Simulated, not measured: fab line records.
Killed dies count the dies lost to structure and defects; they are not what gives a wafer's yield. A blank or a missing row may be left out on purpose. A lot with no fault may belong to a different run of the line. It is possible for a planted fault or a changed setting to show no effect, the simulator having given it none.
Matching of chambers | flow gf180mcu | hdpcvd-02 running GF_STI_CVD_23: 3 sister chambers
The step deposits SiO2, target thk 650 nm, time 108.3 s. 3 wafers are shown with their chamber, then 8 later ones without.

WAFERS, EACH WITH ITS CHAMBER
wafer  | chamber | susceptor_temp_C (C)
L389.4 | 0       | 600.19
L389.5 | 1       | 599.66
L392.1 | 2       | 600.51

WAFERS MISSING THEIR CHAMBER
wafer  | susceptor_temp_C (C)
L392.2 | 599.91
L392.5 | 600.10
L394.1 | 599.95
L394.2 | 600.25
L394.5 | 600.29
L397.1 | 600.31
L397.3 | 599.96
L397.4 | 599.62

WHICH CHAMBER EACH ONE RAN IN
wafer  | from the rows above          | in truth
L392.2 | can't be placed: 1 or 0      | 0
L392.5 | can't be placed: 0 or 2      | 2
L394.1 | can't be placed: 0 or 1 or 2 | 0
L394.2 | can't be placed: 0 or 2      | 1
L394.5 | can't be placed: 0 or 2      | 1
L397.1 | can't be placed: 0 or 2      | 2
L397.3 | can't be placed: 0 or 1 or 2 | 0
L397.4 | 1                            | 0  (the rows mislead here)
Placed correctly: 0 of 8. These rows do not allow placing 7 (true chamber among the candidates in 5). Wrongly placed: 1.
How it was worked out, from the rows above alone: a wafer's distance from a chamber is the root of the sum, over the readings, of the square of ((its reading less the chamber's mean) divided by the reading's scatter). The wafer belongs to the nearest chamber; if the next one is less than 2 further off, it can't be placed. For every chamber, the mean is computed from those of its wafers that are shown. The scatter: root of mean squared gap, hidden wafer to nearest shown wafer, with one shown wafer a chamber.
